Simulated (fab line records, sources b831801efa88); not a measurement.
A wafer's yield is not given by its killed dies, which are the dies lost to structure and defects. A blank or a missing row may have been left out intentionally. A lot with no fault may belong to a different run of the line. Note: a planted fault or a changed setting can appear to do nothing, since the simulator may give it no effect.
What tool caused it? | flow sky130 | 15 lots, 45 wafers sampled, at 2 steps of a route of 708

## WHAT EACH GAUGE READ, for each wafer
SKY_VIA1_THK_MEAS_01. Usual: VIA1_HDPCVD_THK gives 1034 nm (standard deviation 10).
lot  | measured     | on            | VIA1_HDPCVD_THK (nm) | flag
L648 | day 32 13:34 | film_metro-02 | 1029 1042 1038       |
L650 | day 33 09:04 | film_metro-02 | 1038 1030 1026       |
L652 | day 34 06:29 | film_metro-02 | 1030 1037 1029       |
L653 | day 34 11:16 | film_metro-03 | 1033 1030 1044       |
L654 | day 34 13:29 | film_metro-03 | 1012 1021 1019       |
L655 | day 34 23:22 | film_metro-02 | 1040 1030 1048       |
L657 | day 35 17:11 | film_metro-03 | 1041 1029 1042       |
L664 | day 38 03:09 | film_metro-02 | 1033 1056 1058       |
L666 | day 38 12:52 | film_metro-02 | 1040 1046 1045       |
L665 | day 38 13:38 | film_metro-02 | 1029 1028 1031       |
L667 | day 38 16:23 | film_metro-02 | 1021 1039 1038       |
L668 | day 39 04:34 | film_metro-01 | 1031 1043 1045       |
L669 | day 39 06:46 | film_metro-02 | 1037 1033 1032       |
L671 | day 39 17:26 | film_metro-01 | 1029 1038 1036       |
L670 | day 39 23:31 | film_metro-01 | 1047 1051 1053       |

## WHICH TOOL RAN EACH LOT (tool, then ch and the chambers of the sampled wafers, then the start)
lot  | SKY_METAL1_ETCH_18
L648 | rie_metal-01 ch 0,1, day 32 12:42
L650 | rie_metal-03 ch 0,1, day 33 08:09
L652 | rie_metal-02 ch 0,1, day 34 05:38
L653 | rie_metal-01 ch 0,1, day 34 10:24
L654 | rie_metal-02 ch 0,1, day 34 12:38
L655 | rie_metal-03 ch 0,1, day 34 22:31
L657 | rie_metal-03 ch 0,1, day 35 16:20
L664 | rie_metal-03 ch 0,1, day 38 02:15
L666 | rie_metal-03 ch 0,1, day 38 11:59
L665 | rie_metal-01 ch 0, day 38 12:35
L667 | rie_metal-02 ch 0,1, day 38 15:32
L668 | rie_metal-03 ch 0,1, day 39 03:42
L669 | rie_metal-01 ch 1, day 39 05:44
L671 | rie_metal-01 ch 0,1, day 39 16:34
L670 | rie_metal-03 ch 0, day 39 22:39
- SKY_METAL1_ETCH_18: etches BARC in N2/H2, stops on SiO2, time 45.9 s, target depth 60 nm.

## WHAT THE TOOLS THEMSELVES READ (means of the sampled wafers that have a number; where no wafer has one, the mark that the record gives instead)
SKY_METAL1_ETCH_18. Usual: bias_w 99.97 W (standard deviation 0.26); chamber_pressure_mTorr 30.002 mTorr (standard deviation 0.029); drypump_motor_current_A 5.5 A (standard deviation 0.52); n2_flow_sccm 100.0 sccm (standard deviation 0.31); oes_product_au 0.853 a.u. (standard deviation 0.0047); rf_fwd_power_W 495.4 W (standard deviation 1.3); throttle_valve_pct 13.224 % (standard deviation 0.0094).
lot  | tool         | bias_w (W) | chamber_pressure_mTorr (mTorr) | drypump_motor_current_A (A) | n2_flow_sccm (sccm) | oes_product_au (a.u.) | rf_fwd_power_W (W) | throttle_valve_pct (%) | flag
L648 | rie_metal-01 | 99.72      | 29.993                         | 5.4                         | 100.0               | 0.850                 | 495.0              | 13.231                 |
L650 | rie_metal-03 | 99.97      | 30.012                         | 5.5                         | 100.1               | 0.855                 | 495.4              | 13.220                 |
L652 | rie_metal-02 | 99.92      | 30.020                         | 6.4                         | 100.0               | 0.847                 | 495.9              | 13.220                 |
L653 | rie_metal-01 | 100.20     | 29.997                         | 5.4                         | 100.0               | 0.853                 | 494.6              | 13.235                 |
L654 | rie_metal-02 | 100.09     | 29.996                         | 6.4                         | 99.6                | 0.859                 | 494.6              | 13.218                 |
L655 | rie_metal-03 | 99.88      | 30.002                         | 5.2                         | 99.7                | 0.858                 | 495.3              | 13.222                 |
L657 | rie_metal-03 | 100.16     | 30.008                         | 5.3                         | 100.1               | 0.853                 | 495.1              | 13.217                 |
L664 | rie_metal-03 | 100.34     | 29.981                         | 5.2                         | 99.6                | 0.845                 | 496.0              | 13.216                 |
L666 | rie_metal-03 | 99.94      | 30.045                         | 5.5                         | 100.0               | 0.856                 | 495.8              | 13.231                 |
L665 | rie_metal-01 | 99.74      | 29.999                         | 4.9                         | 99.8                | 0.850                 | 496.3              | 13.220                 |
L667 | rie_metal-02 | 100.25     | 30.001                         | 6.3                         | 100.0               | 0.851                 | 496.8              | 13.224                 |
L668 | rie_metal-03 | 99.91      | 30.017                         | 5.5                         | 100.2               | 0.851                 | 495.1              | 13.230                 |
L669 | rie_metal-01 | 100.09     | 29.995                         | 5.7                         | 100.1               | 0.855                 | 494.4              | 13.227                 |
L671 | rie_metal-01 | 99.77      | 30.000                         | 5.4                         | 99.9                | 0.852                 | 496.4              | 13.231                 |
L670 | rie_metal-03 | 100.14     | 29.992                         | 5.7                         | 99.9                | 0.850                 | 493.5              | 13.233                 |

## THE ANSWER, worked out from the rows above alone
Rule: a lot counts as off when the mean over its wafers that have a number is more than 3 standard deviations away from the usual mean. A lot without any number at a reading at which 4 lots or more have one is off too. Any other lot the step has rows for is counted as sound. Order of review: gauges by route order, followed by the tools' own readings, for which a lot's mean as printed above is used. The first step at which some lot is off is used, and at that step the reading that is off furthest; a lot without a number counts as furthest.
None of the lots is off at any reading shown; this tells nothing.

## WHAT THE SIMULATOR HAD PUT IN
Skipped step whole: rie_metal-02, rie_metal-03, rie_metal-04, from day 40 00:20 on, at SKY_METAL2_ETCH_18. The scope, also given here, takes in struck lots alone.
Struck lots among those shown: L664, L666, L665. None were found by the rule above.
